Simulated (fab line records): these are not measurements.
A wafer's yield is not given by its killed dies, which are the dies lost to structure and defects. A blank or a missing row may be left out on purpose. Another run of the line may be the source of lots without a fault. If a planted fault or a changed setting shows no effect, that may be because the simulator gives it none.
fab line records	flow sky130
record: lots: 6	wafers: 17	lastDay: 49
route steps=708 shown VIA2@516 METAL3@532 CAPM@537 PAD_OPEN@708
lots that met no fault: taken from a fault-free run of the same line
startH: hours from the record's first day to the start of the lot's first wafer shown	waitH: hours elapsed since this lot's preceding step	" identical to the entry in the row above	L1.1+2: a single row standing in for several wafers	- value missing, or start not given	* or withheld: withheld	< > ~ a bound
route shown NAME@n: names a module that has steps shown in the file, with the first one's number in the route	usual: mean and standard deviation over wafers with no fault	same: alike in all rows	chamber/n: place in a boat	sites: the reading at each site	_std_site: the values' standard deviation	_edge_site: the outer-site mean with the inner-site mean subtracted	radiusMm: how far each site lies from the wafer's centre	mask NAME#n: copy n	behind: the last tool/chamber to shape the wafer	hold: why the lot was held/for how many hours/how that ended	device: the n, p or np transistor that did not switch	end of line: at the end of the route, the tests of the same wafers	step lacking rows: just its recipe	killed: not the wafer's yield, but the dies lost to structure and defects at the first sort	map: the dies of a wafer, with x for killed, . for not killed, _ for no die there
set.NAME: the setting that was run; set.NAME@STEP: the one run at that earlier step	model.NAME: the simulator's own value behind a step, which no gauge read
lots at some steps of the route; a table a step, a row a wafer
services: when a tool's chamber went out of use (startH, in hours from the record's first day, below 0 if earlier), for how many hours, and the reason
== steps ==
step: SKY_VIA2_EXPOSE_09
recipe: maskId: VIM2	na: 0.8	sourceShape: annular	sigmaInner: 0.55	sigmaOuter: 0.85	targetCdNm: 200	doseMj: 38
step: SKY_VIA2_PEB_10
recipe: pebTempC: withheld	pebTimeS: withheld	resist: KrF-thick
step: SKY_VIA2_DEVELOP_11
recipe: developTimeS: 60	resist: KrF-thick	devTempC: 21
step: SKY_VIA2_CD_MEAS_12
recipe: targetCdNm: 200
usual: cdNm: 199.9/1.2
lot.wafer	tool	chamber	startH	waitH	cdNm
L646.2	cdSem-02	-	893.60	-	199.5
L646.3	"	-	"	"	198.3
L646.4	"	-	"	"	199.9
L648.1	cdSem-02	-	902.28	-	201.3
L648.3	"	-	"	"	198.6
L648.6	"	-	"	"	200.5
L653.1	cdSem-01	-	937.53	-	199.4
L653.5	"	-	"	"	200.1
L653.6	"	-	"	"	198.6
L657.2	cdSem-02	-	975.60	-	199.6
L657.3	"	-	"	"	197.9
L657.6	"	-	"	"	199.3
L659.2	cdSem-02	-	978.01	-	198.1
L659.3	"	-	"	"	199.5
L661.2	cdSem-01	-	987.05	-	200.0
L661.5	"	-	"	"	200.3
L661.6	"	-	"	"	201.2
step: SKY_VIA2_OVL_MEAS_13
usual: VIA2_OVL: -5/6.6
lot.wafer	tool	chamber	startH	waitH	VIA2_OVL[nm]
L646.2	overlay-01	-	893.71	0.1	-4
L646.3	"	-	"	"	-10
L646.4	"	-	"	"	-7
L648.1	overlay-01	-	902.40	0.1	-15
L648.3	"	-	"	"	-4
L648.6	"	-	"	"	-8
L653.1	overlay-02	-	937.65	0.1	-12
L653.5	"	-	"	"	-12
L653.6	"	-	"	"	-10
L657.2	overlay-01	-	975.71	0.1	-1
L657.3	"	-	"	"	4
L657.6	"	-	"	"	2
L659.2	overlay-01	-	978.11	0.1	-10
L659.3	"	-	"	"	-4
L661.2	overlay-01	-	987.16	0.1	2
L661.5	"	-	"	"	-2
L661.6	"	-	"	"	2
step: SKY_VIA2_ETCH_14
recipe: chemistry: N2/H2	target: BARC	ionEnergyEv: 200	sourceW: 500	biasW: 100	pressureMtorr: 30	n2FlowSccm: 100	h2FlowSccm: 200	stopOn: SiO2	timeS: 45.9	targetDepthA: 600
usual: drypumpMotorCurrentA: 5.9/0.44	h2FlowSccm: 200.0/0.62	oesProductAu: 0.853/0.0046	throttleValvePct: 13.224/0.0088
lot.wafer	tool	chamber	startH	waitH	drypumpMotorCurrentA	h2FlowSccm	oesProductAu	rfHoursCounterH	throttleValvePct
L646.2	rieDiel-01	1	893.74	0.0	5.7	198.6	0.852	15	13.230
L646.3	"	3	"	"	6.3	199.9	0.844	11	13.207
L646.4	"	2	"	"	6.3	200.6	0.852	-	13.222
L648.1	rieDiel-02	0	902.44	0.0	5.4	200.4	0.845	19	13.243
L648.3	"	1	"	"	5.9	201.0	0.856	16	13.228
L648.6	"	1	"	"	5.9	200.5	0.863	-	13.212
L653.1	rieDiel-04	0	937.69	0.0	6.2	199.0	0.851	8	13.231
L653.5	"	3	"	"	4.9	199.7	0.851	-	13.207
L653.6	"	0	"	"	6.2	200.0	0.863	-	13.220
L657.2	rieDiel-02	3	975.74	0.0	6.4	199.3	0.859	25	13.221
L657.3	"	2	"	"	6.3	200.5	0.857	6	13.224
L657.6	"	1	"	"	5.8	200.5	0.848	-	13.214
L659.2	rieDiel-01	3	978.14	0.0	6.3	200.3	0.850	14	13.229
L659.3	"	2	"	"	6.3	199.9	0.848	20	13.227
L661.2	rieDiel-02	2	987.19	0.0	6.3	199.5	0.849	7	13.229
L661.5	"	0	"	"	5.4	200.1	0.848	-	13.231
L661.6	"	3	"	"	6.4	200.9	0.858	-	13.233
step: SKY_VIA2_ETCH_15
recipe: target: SiO2	chemistry: C4F8/O2/Ar	targetDepthNm: 546	stopOn: TiN	maskMaterial: KrF-thick	sourceW: 1500	biasW: 1200	pressureMtorr: 40	c4f8FlowSccm: withheld	O2_flow_sccm: 6	Ar_flow_sccm: 300	timeS: 84
usual: oesProductAu: 0.939/0.0042
lot.wafer	tool	chamber	startH	waitH	oesProductAu	rfHoursCounterH
L646.2	rieDiel-01	1	893.78	0.0	0.941	15
L646.3	"	3	"	"	0.940	11
L646.4	"	2	"	"	0.945	-
L648.1	rieDiel-02	0	902.48	0.0	0.934	19
L648.3	"	1	"	"	0.941	17
L648.6	"	1	"	"	0.940	-
L653.1	rieDiel-04	0	937.73	0.0	0.941	8
L653.5	"	3	"	"	0.943	-
L653.6	"	0	"	"	0.940	-
L657.2	rieDiel-02	3	975.78	0.0	0.936	25
L657.3	"	2	"	"	0.940	6
L657.6	"	1	"	"	0.940	-
L659.2	rieDiel-01	3	978.19	0.0	0.944	14
L659.3	"	2	"	"	0.945	20
L661.2	rieDiel-02	2	987.23	0.0	0.942	7
L661.5	"	0	"	"	0.938	-
L661.6	"	3	"	"	0.941	-
step: SKY_VIA2_STRIP_16
recipe: chemistry: O2/N2	powerW: 1400	pressureMtorr: 1500	platenTempC: withheld	o2FlowSccm: 3000	n2FlowSccm: 300	overashFraction: 0.5
step: SKY_VIA2_STRIP_17
recipe: chemistry: postEtchResidueRemover	timeS: 1200	tempC: 72.5
step: SKY_VIA2_CLEAN_18
recipe: chemistry: IPA	timeS: 180	tempC: 25
step: SKY_VIA2_CLEAN_19
recipe: chemistry: O3/DIW	dry: n2Spin
step: SKY_VIA2_SPUTTER_20
recipe: material: TiN	targetThkNm: 20	chamberPressurePa: 5	powerW: 4000	timeS: 80
step: SKY_VIA2_CVD_21
recipe: material: W	targetThkNm: 420	timeS: 126.4	tempC: 400	pressureTorr: 40
usual: heaterPowerW: 893/64
lot.wafer	tool	chamber	startH	waitH	heaterPowerW
L646.2	cvdW-01	0	894.50	0.0	982
L646.3	"	0	"	"	981
L646.4	"	1	"	"	964
L648.1	cvdW-02	1	903.23	0.0	804
L648.3	"	0	"	"	947
L648.6	"	1	"	"	793
L653.1	cvdW-02	0	938.45	0.0	914
L653.5	"	1	"	"	798
L653.6	"	0	"	"	919
L657.2	cvdW-01	0	976.51	0.0	941
L657.3	"	1	"	"	882
L657.6	"	1	"	"	889
L659.2	cvdW-01	0	979.01	0.0	945
L659.3	"	0	"	"	928
L661.2	cvdW-02	0	988.10	0.0	927
L661.5	"	1	"	"	811
L661.6	"	0	"	"	940
step: SKY_VIA2_RS_MEAS_22
recipe: thkMeasGauge: four-point-probe	reads: W_of_VIA2_CVD_21+TiN_of_VIA2_SPUTTER_20
usual: VIA2_W_RS: 0.2707/0.003
lot.wafer	tool	chamber	startH	waitH	VIA2_W_RS[ohm/sq]
L646.2	filmMetro-02	-	894.65	0.1	0.2723
L646.3	"	-	"	"	0.2761
L646.4	"	-	"	"	0.2717
L648.1	filmMetro-02	-	903.37	0.1	0.2732
L648.3	"	-	"	"	0.2721
L648.6	"	-	"	"	0.2725
L653.1	filmMetro-02	-	938.58	0.1	0.2702
L653.5	"	-	"	"	0.2751
L653.6	"	-	"	"	0.2697
L657.2	filmMetro-03	-	976.66	0.1	0.2660
L657.3	"	-	"	"	0.2724
L657.6	"	-	"	"	0.2697
L659.2	filmMetro-03	-	979.17	0.1	0.2682
L659.3	"	-	"	"	0.2673
L661.2	filmMetro-04	-	988.25	0.1	0.2722
L661.5	"	-	"	"	0.2644
L661.6	"	-	"	"	0.2694
step: SKY_VIA2_THK_MEAS_23
recipe: thkMeasGauge: xrf	reads: W_of_VIA2_CVD_21
usual: VIA2_W_THK: 426/5.5
lot.wafer	tool	chamber	startH	waitH	VIA2_W_THK[nm]
L646.2	filmMetro-02	-	894.76	0.1	431
L646.3	"	-	"	"	425
L646.4	"	-	"	"	430
L648.1	filmMetro-02	-	903.49	0.1	433
L648.3	"	-	"	"	431
L648.6	"	-	"	"	428
L653.1	filmMetro-02	-	938.70	0.1	429
L653.5	"	-	"	"	427
L653.6	"	-	"	"	434
L657.2	filmMetro-03	-	976.77	0.1	432
L657.3	"	-	"	"	420
L657.6	"	-	"	"	424
L659.2	filmMetro-03	-	979.28	0.1	432
L659.3	"	-	"	"	431
L661.2	filmMetro-04	-	988.36	0.1	418
L661.5	"	-	"	"	430
L661.6	"	-	"	"	421
step: SKY_VIA2_CMP_24
recipe: stopOn: SiO2	tOverpolishS: 20	downForcePsi: 3.5	platenRpm: 60	targetThkNm: 0	padVelocityMS: 0.94248
step: SKY_METAL3_SPUTTER_00
recipe: material: Ti	targetThkNm: 15	powerW: 3000	timeS: 10	chamberPressurePa: 0.4
usual: throttleValvePct: 30.0/0.97
lot.wafer	tool	chamber	startH	waitH	throttleValvePct
L646.2	pvdSputter-01	-	895.11	0.2	29.5
L646.3	"	-	"	"	29.6
L646.4	"	-	"	"	29.7
L648.1	pvdSputter-01	-	903.85	0.1	29.4
L648.3	"	-	"	"	29.4
L648.6	"	-	"	"	29.6
L653.1	pvdSputter-04	-	939.06	0.1	28.4
L653.5	"	-	"	"	28.5
L653.6	"	-	"	"	30.4
L657.2	pvdSputter-01	-	977.12	0.2	31.3
L657.3	"	-	"	"	29.5
L657.6	"	-	"	"	31.3
L659.2	pvdSputter-04	-	979.63	0.2	28.4
L659.3	"	-	"	"	30.5
L661.2	pvdSputter-03	-	988.71	0.2	32.0
L661.5	"	-	"	"	29.6
L661.6	"	-	"	"	30.4
step: SKY_METAL3_SPUTTER_01
recipe: material: TiN	targetThkNm: 20	powerW: 6500	timeS: 16.7	chamberPressurePa: 0.4
step: SKY_METAL3_SPUTTER_02
recipe: material: AlCu	targetThkNm: 735	powerW: 10600	timeS: 39.1	chamberPressurePa: 0.4
step: SKY_METAL3_SPUTTER_03
recipe: material: Ti	targetThkNm: 5	powerW: 3000	timeS: 3.3	chamberPressurePa: 0.4
step: SKY_METAL3_SPUTTER_04
recipe: material: TiN	targetThkNm: 70	powerW: 6500	timeS: 58.3	chamberPressurePa: 0.4
usual: throttleValvePct: 30.0/1
lot.wafer	tool	chamber	startH	waitH	throttleValvePct
L646.2	pvdSputter-01	-	895.22	0.0	29.6
L646.3	"	-	"	"	29.6
L646.4	"	-	"	"	29.8
L648.1	pvdSputter-01	-	903.95	0.0	29.4
L648.3	"	-	"	"	29.6
L648.6	"	-	"	"	29.9
L653.1	pvdSputter-04	-	939.16	0.0	28.1
L653.5	"	-	"	"	28.3
L653.6	"	-	"	"	30.2
L657.2	pvdSputter-01	-	977.22	0.0	31.4
L657.3	"	-	"	"	29.7
L657.6	"	-	"	"	31.0
L659.2	pvdSputter-04	-	979.73	0.0	28.3
L659.3	"	-	"	"	30.6
L661.2	pvdSputter-03	-	988.81	0.0	32.0
L661.5	"	-	"	"	29.3
L661.6	"	-	"	"	30.6
step: SKY_CAPM_CVD_00
recipe: material: SiO2	targetThkNm: 15.5	tempC: 400	timeS: withheld	rfW: 450
usual: heaterPowerW: 688/110
lot.wafer	tool	chamber	startH	waitH	heaterPowerW
L646.2	pecvd-04	0	895.27	0.0	546
L646.3	"	1	"	"	605
L646.4	"	1	"	"	616
L648.1	pecvd-04	0	904.00	0.0	563
L648.3	"	2	"	"	611
L648.6	"	2	"	"	604
L653.1	pecvd-02	0	939.21	0.0	565
L653.5	"	1	"	"	851
L653.6	"	2	"	"	778
L657.2	pecvd-01	1	977.27	0.0	846
L657.3	"	2	"	"	709
L657.6	"	0	"	"	766
L659.2	pecvd-04	1	979.78	0.0	608
L659.3	"	2	"	"	659
L661.2	pecvd-01	2	988.86	0.0	661
L661.5	"	0	"	"	664
L661.6	"	2	"	"	686
step: SKY_CAPM_THK_MEAS_01
recipe: reads: SiO2_of_CAPM_CVD_00
usual: CAPM_CVD_00_THK: 15.53/0.23
lot.wafer	tool	chamber	startH	waitH	CAPM_CVD_00_THK[nm]
L646.2	filmMetro-02	-	895.30	-	15.41
L646.3	"	-	"	"	15.62
L646.4	"	-	"	"	15.88
L648.1	filmMetro-01	-	904.02	-	15.28
L648.3	"	-	"	"	15.23
L648.6	"	-	"	"	15.51
L653.1	filmMetro-03	-	939.23	-	15.34
L653.5	"	-	"	"	15.60
L653.6	"	-	"	"	15.63
L657.2	filmMetro-02	-	977.31	-	15.43
L657.3	"	-	"	"	15.15
L657.6	"	-	"	"	15.25
L659.2	filmMetro-03	-	979.81	-	15.57
L659.3	"	-	"	"	15.26
L661.2	filmMetro-02	-	988.89	-	15.22
L661.5	"	-	"	"	15.42
L661.6	"	-	"	"	15.62
step: SKY_CAPM_SPUTTER_02
recipe: material: TiN	targetThkNm: 200	tempC: 300	powerW: 6500	timeS: 166.7	chamberPressurePa: 0.4
step: SKY_CAPM_RS_MEAS_03
recipe: thkMeasGauge: four-point-probe	reads: TiN_of_CAPM_SPUTTER_02
usual: CAPM_TIN_RS: 6.90/0.096
lot.wafer	tool	chamber	startH	waitH	CAPM_TIN_RS[ohm/sq]
L646.2	filmMetro-03	-	895.48	0.1	6.78
L646.3	"	-	"	"	6.96
L646.4	"	-	"	"	6.86
L648.1	filmMetro-03	-	904.19	0.1	6.86
L648.3	"	-	"	"	6.92
L648.6	"	-	"	"	6.89
L653.1	filmMetro-02	-	939.40	0.1	6.76
L653.5	"	-	"	"	6.95
L653.6	"	-	"	"	6.81
L657.2	filmMetro-03	-	977.48	0.1	6.74
L657.3	"	-	"	"	6.75
L657.6	"	-	"	"	6.96
L659.2	filmMetro-02	-	979.99	0.1	6.93
L659.3	"	-	"	"	6.90
L661.2	filmMetro-03	-	989.07	0.1	6.84
L661.5	"	-	"	"	6.83
L661.6	"	-	"	"	6.82
step: SKY_CAPM_THK_MEAS_04
recipe: thkMeasGauge: xrf	reads: TiN_of_CAPM_SPUTTER_02
usual: CAPM_TIN_THK: 201.9/3
lot.wafer	tool	chamber	startH	waitH	CAPM_TIN_THK[nm]
L646.2	filmMetro-03	-	895.59	0.1	205.4
L646.3	"	-	"	"	200.1
L646.4	"	-	"	"	202.0
L648.1	filmMetro-03	-	904.31	0.1	202.1
L648.3	"	-	"	"	202.3
L648.6	"	-	"	"	201.8
L653.1	filmMetro-02	-	939.52	0.1	206.5
L653.5	"	-	"	"	198.8
L653.6	"	-	"	"	204.1
L657.2	filmMetro-03	-	977.59	0.1	207.4
L657.3	"	-	"	"	206.5
L657.6	"	-	"	"	200.2
L659.2	filmMetro-02	-	980.10	0.1	202.7
L659.3	"	-	"	"	204.2
L661.2	filmMetro-03	-	989.18	0.1	204.1
L661.5	"	-	"	"	204.0
L661.6	"	-	"	"	204.0
step: SKY_CAPM_DEHYDRATE_05
recipe: tempC: 200	timeS: 60
step: SKY_CAPM_HMDS_06
recipe: primeTimeS: 60	primeTempC: 120
step: SKY_CAPM_COAT_07
recipe: resist: NOVOLAK	spinRpm: 3000	resistThkNm: 1140
step: SKY_CAPM_SOFTBAKE_08
recipe: tempC: 90	timeS: 60	resist: NOVOLAK
step: SKY_CAPM_EXPOSE_09
recipe: maskId: CAPM	na: 0.6	sourceShape: conventional	sigmaOuter: 0.6	polarization: unpolarized	targetCdNm: 1000	doseMj: 159
step: SKY_CAPM_PEB_10
recipe: tempC: withheld	timeS: *	resist: NOVOLAK
step: SKY_CAPM_DEVELOP_11
recipe: resist: NOVOLAK	developer: TMAH	developTimeS: 60	devTempC: 23
step: SKY_CAPM_OVL_MEAS_12
usual: CAPM_OVL: -0.3/1.2
lot.wafer	tool	chamber	startH	waitH	CAPM_OVL[nm]
L646.2	overlay-01	-	919.96	0.1	0.4
L646.3	"	-	"	"	-2.1
L646.4	"	-	"	"	-0.8
L648.1	overlay-01	-	929.14	0.1	0.2
L648.3	"	-	"	"	1.3
L648.6	"	-	"	"	1.6
L653.1	overlay-01	-	963.13	0.1	1.2
L653.5	"	-	"	"	-0.6
L653.6	"	-	"	"	-1.6
L657.2	overlay-01	-	1000.69	0.1	-0.4
L657.3	"	-	"	"	0.0
L657.6	"	-	"	"	-0.6
L659.2	overlay-01	-	1003.04	0.1	0.2
L659.3	"	-	"	"	-1.0
L661.2	overlay-01	-	1012.04	0.1	-0.2
L661.5	"	-	"	"	-0.5
L661.6	"	-	"	"	0.7
step: SKY_CAPM_METAL_ETCH_13
recipe: targetDepthNm: 220	stopOn: SiO2	chemistry: Cl2/BCl3	target: TiN	pressureMtorr: 10	icpW: 900	biasW: 48.5	Cl2_flow_sccm: 60	bcl3FlowSccm: 30	timeS: 62.9
step: SKY_CAPM_STRIP_14
recipe: chemistry: O2/N2	powerW: 1400	pressureMtorr: 1500	platenTempC: withheld	o2FlowSccm: 3000	n2FlowSccm: 300	overashFraction: 0.5
step: SKY_CAPM_STRIP_15
recipe: chemistry: postEtchResidueRemover	timeS: 1200	tempC: 72.5
step: SKY_CAPM_CLEAN_16
recipe: chemistry: IPA	timeS: 180	tempC: 25
step: SKY_CAPM_CLEAN_17
recipe: chemistry: O3/DIW	dry: n2Spin
step: SKY_METAL3_DEHYDRATE_05
recipe: tempC: 200	timeS: 60
step: SKY_METAL3_HMDS_06
recipe: primeTimeS: 60	primeTempC: 120
step: SKY_METAL3_COAT_07
recipe: resist: BARC	tempC: withheld	timeS: withheld	spinRpm: 3000	resistThkNm: 60
step: SKY_PAD_OPEN_PROBE_99
usual: killed_at_M0_to_M3: 43/6.5	killed_at_M4_up: 3.1/1.8	killedAtContacts: 24/4.8	killedAtFrontEnd: 15/4.7	killedAtOther: 0.3/0.58	killedDies: 86/8.6	killedOpen: 47/6.7	killedShort: 39/6.1
same: grossDies: 492	killedAtBackSide: 0
lot.wafer	tool	chamber	startH	waitH	killed_at_M0_to_M3	killed_at_M4_up	killedAtContacts	killedAtFrontEnd	killedAtOther	killedDies	killedOpen	killedShort
L646.2	prober-02	-	1107.11	0.1	36	4	26	16	0	82	37	45
L646.3	prober-02	-	1107.16	0.2	40	3	25	11	1	80	36	44
L646.4	prober-02	-	1107.21	0.2	47	4	24	16	0	91	53	38
L648.1	prober-02	-	1117.04	0.1	42	0	17	27	0	86	45	41
L648.3	prober-02	-	1117.14	0.2	48	0	22	13	0	83	55	28
L648.6	prober-02	-	1117.29	0.2	39	2	26	25	1	93	47	46
L657.2	prober-02	-	1173.92	0.1	101	3	21	12	1	138	41	29
L659.2	prober-02	-	1177.05	0.1	101	3	18	10	0	132	39	29
L659.3	prober-02	-	1177.10	0.2	103	0	26	12	0	141	46	30
killed by level:class
L646.2 POLY_GATE:geometricParticle:short=7 VIA1:geometricParticle:open=7 CONTACT:geometricParticle:open=6 VIA2:geometricParticle:open=6 LOCAL_INTERCONNECT:geometricParticle:open=5 METAL2:geometricParticle:short=5 FIELD_ISO:geometricParticle:short=4 LI_CONTACT:geometricParticle:open=4
L646.3 METAL1:geometricParticle:short=10 CONTACT:geometricParticle:open=8 VIA1:geometricParticle:open=7 FIELD_ISO:geometricParticle:open=5 LI_CONTACT:geometricParticle:open=5 METAL2:geometricParticle:short=5 LOCAL_INTERCONNECT:geometricParticle:short=5 FIELD_ISO:geometricParticle:short=4
L646.4 VIA1:geometricParticle:open=10 VIA2:geometricParticle:open=10 CONTACT:geometricParticle:open=9 METAL1:geometricParticle:short=8 VIA3:geometricParticle:open=7 CONTACT:geometricParticle:short=6 FIELD_ISO:geometricParticle:open=4 POLY_GATE:geometricParticle:open=4
L648.1 VIA2:geometricParticle:open=10 FIELD_ISO:geometricParticle:short=9 CONTACT:geometricParticle:short=7 FIELD_ISO:geometricParticle:open=6 VIA1:geometricParticle:open=6 POLY_GATE:geometricParticle:open=5 LI_CONTACT:geometricParticle:open=5 VIA3:geometricParticle:open=5
L648.3 CONTACT:geometricParticle:open=13 METAL1:geometricParticle:short=9 VIA2:geometricParticle:open=9 VIA1:geometricParticle:open=7 FIELD_ISO:geometricParticle:open=6 LI_CONTACT:geometricParticle:open=6 METAL1:geometricParticle:open=6 VIA2:geometricParticle:short=6
L648.6 VIA1:geometricParticle:open=10 CONTACT:geometricParticle:open=9 POLY_GATE:geometricParticle:short=8 FIELD_ISO:geometricParticle:open=6 CONTACT:geometricParticle:short=6 VIA1:geometricParticle:short=6 METAL2:geometricParticle:short=6 LI_CONTACT:geometricParticle:open=5
L657.2 VIA2:unspecified=68 CONTACT:geometricParticle:open=9 LI_CONTACT:geometricParticle:open=6 METAL1:geometricParticle:short=6 VIA3:geometricParticle:open=6 VIA1:geometricParticle:short=5 VIA2:geometricParticle:open=5 VIA1:geometricParticle:open=4
L659.2 VIA2:unspecified=64 VIA1:geometricParticle:open=16 CONTACT:geometricParticle:open=8 LOCAL_INTERCONNECT:geometricParticle:short=5 METAL2:geometricParticle:short=5 FIELD_ISO:geometricParticle:open=4 METAL3:geometricParticle:short=4 FIELD_ISO:geometricParticle:short=3
L659.3 VIA2:unspecified=65 VIA1:geometricParticle:open=12 LI_CONTACT:geometricParticle:open=9 CONTACT:geometricParticle:open=8 POLY_GATE:geometricParticle:open=5 VIA2:geometricParticle:short=5 METAL2:geometricParticle:short=5 VIA1:geometricParticle:short=4
map L657.2 (x killed, . not)
__________...xx....._________
________..x.....x..x.._______
______...............x.._____
_____.....x........x.....____
____.x..x......x..x......x___
___....x...x....x.....x.x..__
__...............xxxx....x.._
_.x....xx....x..xxxxxxxx.....
_.....x....x...x.xxxxxxxxx...
_....x.x...x...xxxxxxxxxx....
_.............xxxxxxxxxxxx...
_........xx.....xxxxxxxxx.x..
_............x.xxxxxxxxx.x...
_.....x.........x.xxxx.......
_.....xx.x....x.....xxxx.....
__............x........xx..._
___...x..x.x..xxxxx..x.x...__
____.......x.....xx.x..x..___
_____x...................____
______x.x..xx..........._____
________x..x.x.x..x..._______
__________........x._________
map L659.3 (x killed, . not)
__________.x....x..._________
________.......x......_______
______...x......x...x..._____
_____x...x.....x.....x.x.____
____......................___
___.....xx....xx...xx......__
__.x.......x........xxx....x_
_x.xx.x.......x..xxxxx...xx..
_......x.x.....xxxxxxxxxx....
_..x...xx....x..xxxxxxxxx..x.
_xxx..x........x.xxxxxxxx....
_x.x...x...xx...xxxxxxxxxx...
_...x........x.xxxxxxxxxxxx..
_............x....xxxxxx.x...
_...x.....x..x.....xx.xxx.xx.
__.....x.......xx.x......x.._
___.x.x.........x..........__
____......x.....x...x....x___
_____....................____
______.....x.....x..x..x_____
________.x........x.x._______
__________........x._________
== services ==
tool	chamber	startH	hours	kind
cvdW-02	0	871.85	29.1	repair
pvdSputter-01	-	883.96	5.5	repair
pvdSputter-01	-	886.09	6.2	repair
pvdSputter-01	-	886.37	1.7	repair
rieDiel-01	0	889.51	15.0	repair
pecvd-04	2	890.02	2.1	scheduledDown
rieDiel-02	3	900.27	12.8	repair
cvdW-01	-	904.00	14.0	pm
cvdW-01	0	904.00	14.0	ventCycle
cvdW-01	1	904.00	14.0	ventCycle
cvdW-01	-	918.00	14.6	pm
cvdW-01	0	918.00	-	clean
pecvd-04	-	918.20	2.8	pm
rieDiel-04	-	919.36	14.6	pm
pecvd-01	-	928.88	0.7	repair
rieDiel-04	1	936.10	18.6	repair
pvdSputter-01	1	939.06	-	consumableReplace:kit
pvdSputter-01	1	939.06	18.0	scheduledDown
pvdSputter-01	1	939.06	18.0	ventCycle
rieDiel-04	3	940.46	3.5	repair
rieDiel-04	-	945.68	10.7	repair
rieDiel-02	3	950.20	2.3	repair
rieDiel-04	0	962.54	6.4	repair
pvdSputter-03	-	975.62	0.7	repair
== key ==
firstSign: step: SKY_PAD_OPEN_PROBE_99	reading: killed_at_M0_to_M3	direction: up	sigmas: 9	usual: 43	struck: 102
effect: step: SKY_PAD_OPEN_PROBE_99	reading: killedDies	direction: up	sigmas: 5.9	usual: 86	struck: 137
metAt SKY_VIA2_CVD_21
struckWafers L657.2,L659.2,L659.3
testerLeftOut L659
onsetBetween 894.50 976.51
earlierFault: kind: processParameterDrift	tool: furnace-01	chamber: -	onsetH: 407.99	steps: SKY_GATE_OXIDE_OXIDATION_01	channel: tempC	offset: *	shape: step	endH: 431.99	actsIn: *	stated: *
fault: kind: chamberParticleSource	tool: cvdW-01	chamber: 0	onsetH: 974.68	steps: SKY_VIA2_CVD_21	ratePerVisitCm2: 1.8713	endH: 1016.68
testerLeftOut: of these lots the tester's yield and bins aren't shown, on N5 and GAA mostly nor the transistor test; their killed dies are dies lost to structure and defects alone, not to doping, threshold or leakage, so they don't give the yield
